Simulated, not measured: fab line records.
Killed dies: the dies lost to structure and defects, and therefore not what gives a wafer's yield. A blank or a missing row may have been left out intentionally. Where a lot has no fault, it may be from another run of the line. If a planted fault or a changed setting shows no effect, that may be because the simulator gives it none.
Comparing a struck lot with a sound one / flow sky130 / 15 steps out of a route of 708
Sound: wafers L837.1, L837.4, L837.5. The struck wafers were L838.2, L838.4, L838.5. Last of all comes the cause.
For every step that has rows: the tool of each side, followed by ch and its chambers, followed by its first start. Under that, the readings that differ: sound wafers / struck wafers / difference of the means / sigmas: that difference in standard deviations of wafers without a fault.
alike: same words and numbers on both sides, and readings whose means sit less than 2 such deviations apart. not compared: any withheld reading, any reading some wafer has no value for, any bound like >300 that may hide the same value, and any number with overlapping values for which the record gives no deviation.
A row with sigmas, a row that says differs or no value, or rows on one side alone: a step with any of these is where the two part. Non-overlapping numbers with no deviation appear without sigmas and do not part them. A reading that every wafer of one side lacks parts them only if that side has two wafers or more.

first, 1 step without rows for these wafers: SKY_LDD_HVP_IMPLANT_08.
SKY_LDD_HVP_STRIP_09: strips in O2/N2.
  sound on plasma_asher-03 ch 0,1, day 26 02:29; struck on plasma_asher-02 ch 0,1, day 27 00:29
  alike: drypump_motor_current_A, o2_flow_sccm, oes_product_au, strip_time_to_endpoint_s
  not compared: rf_hours_counter_h
SKY_LDD_HVP_TW_MEAS_10:
  sound: film_metro-04 at day 26 02:35; struck: film_metro-03 at day 27 00:36
  alike: LDD_HVP_TW
then, 7 steps without rows for these wafers: SKY_LDD_LDN_DEHYDRATE_00 (time 60 s); SKY_LDD_LDN_HMDS_01 (prime time 60 s); SKY_LDD_LDN_COAT_02 (resist thk 1140 nm); SKY_LDD_LDN_SOFTBAKE_03 (time 60 s); SKY_LDD_LDN_EXPOSE_04 (exposes mask LDNTM, target cd 700 nm); SKY_LDD_LDN_PEB_05; SKY_LDD_LDN_DEVELOP_06 (develop time 60 s).
SKY_LDD_LDN_OVL_MEAS_07:
  sound: overlay-02 at day 27 07:13; struck: overlay-01 at day 28 05:26
  alike: LDD_LDN_OVL
after that, 1 step had no rows for these wafers: SKY_LDD_LDN_IMPLANT_08.
SKY_LDD_LDN_IMPLANT_09:
  sound on implanter-02 ch 0, day 27 07:25; struck on implanter-02 ch 0, day 28 05:49
reading=beam_energy_keV; sound=15.008 15.000 14.999; struck=15.301 15.293 15.300; difference=+0.296; sigmas=+69
reading=model.implant.drp_nm (nm); sound=5.933 5.933 5.933; struck=6.012 6.012 6.012; difference=+0.079; sigmas=
after that, 1 step had no rows for these wafers: SKY_LDD_LDN_IMPLANT_10.
-- the record jumps here: 22 days lie between the struck wafers' starts before and after (it left off in module LDD_LDN and takes up again in module PAD_OPEN, whose first step shown is number 708 of the route) --
SKY_PAD_OPEN_PROBE_99:
  sound: prober-02 at day 49 02:17; struck: prober-02 at day 49 20:32
  alike: killed_at_M0_to_M3, killed_at_M4_up, killed_at_contacts, killed_at_front_end, killed_at_other, killed_dies, killed_on_rim, killed_open, killed_short

## WHERE THEY PART
Within this record, at SKY_LDD_LDN_IMPLANT_09 only. Later steps at which nothing parts them and some readings are alike: SKY_PAD_OPEN_PROBE_99.

WHY: the cause the simulator had injected
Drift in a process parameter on implanter-02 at SKY_LDD_LDN_IMPLANT_09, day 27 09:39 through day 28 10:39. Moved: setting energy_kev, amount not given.
